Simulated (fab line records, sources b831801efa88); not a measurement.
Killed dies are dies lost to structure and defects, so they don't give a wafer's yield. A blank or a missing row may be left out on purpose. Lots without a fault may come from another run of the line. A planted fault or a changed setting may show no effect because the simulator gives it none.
Chamber matching | flow sky130 | SKY_VIA3_CMP_24 on cmp-01: 4 sister chambers
The step polishes, stops on SiO2, t overpolish 20 s, target thk 0 nm. 4 wafers are shown with their chamber, then 8 later ones without.

WAFERS WITH THEIR CHAMBER
wafer  | chamber | motor_current_A (A)
L884.1 | 2       | 10.1
L884.2 | 3       | 9.6
L884.3 | 0       | 11.5
L885.2 | 1       | 11.7

WAFERS WITHOUT THEIR CHAMBER
wafer  | motor_current_A (A)
L885.3 | 9.9
L885.5 | 12.3
L892.1 | 10.1
L892.2 | 11.8
L892.4 | 11.6
L896.3 | 11.3
L896.4 | 9.8
L896.6 | 10.4

WHICH CHAMBER EACH WENT THROUGH
wafer  | from the rows above     | in truth
L885.3 | can't be placed: 2 or 3 | 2
L885.5 | can't be placed: 1 or 0 | 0
L892.1 | can't be placed: 2 or 3 | 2
L892.2 | can't be placed: 1 or 0 | 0
L892.4 | can't be placed: 0 or 1 | 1
L896.3 | can't be placed: 0 or 1 | 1
L896.4 | can't be placed: 3 or 2 | 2
L896.6 | can't be placed: 2 or 3 | 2
Placed correctly: 0 of 8. Can't be placed from these rows: 8 (the true chamber is among the candidates in 8). Placed wrongly: 0.
How it was worked out, from the rows above alone: a wafer's distance from a chamber is the root of the sum, over the readings, of the square of ((its reading less the chamber's mean) divided by the reading's scatter). The wafer belongs to the nearest chamber; if the next one is less than 2 further off, it can't be placed. A chamber's mean is the mean of its shown wafers. The scatter: with one shown wafer a chamber, the root of the mean of the squares of how far each hidden wafer lies from its nearest shown one.
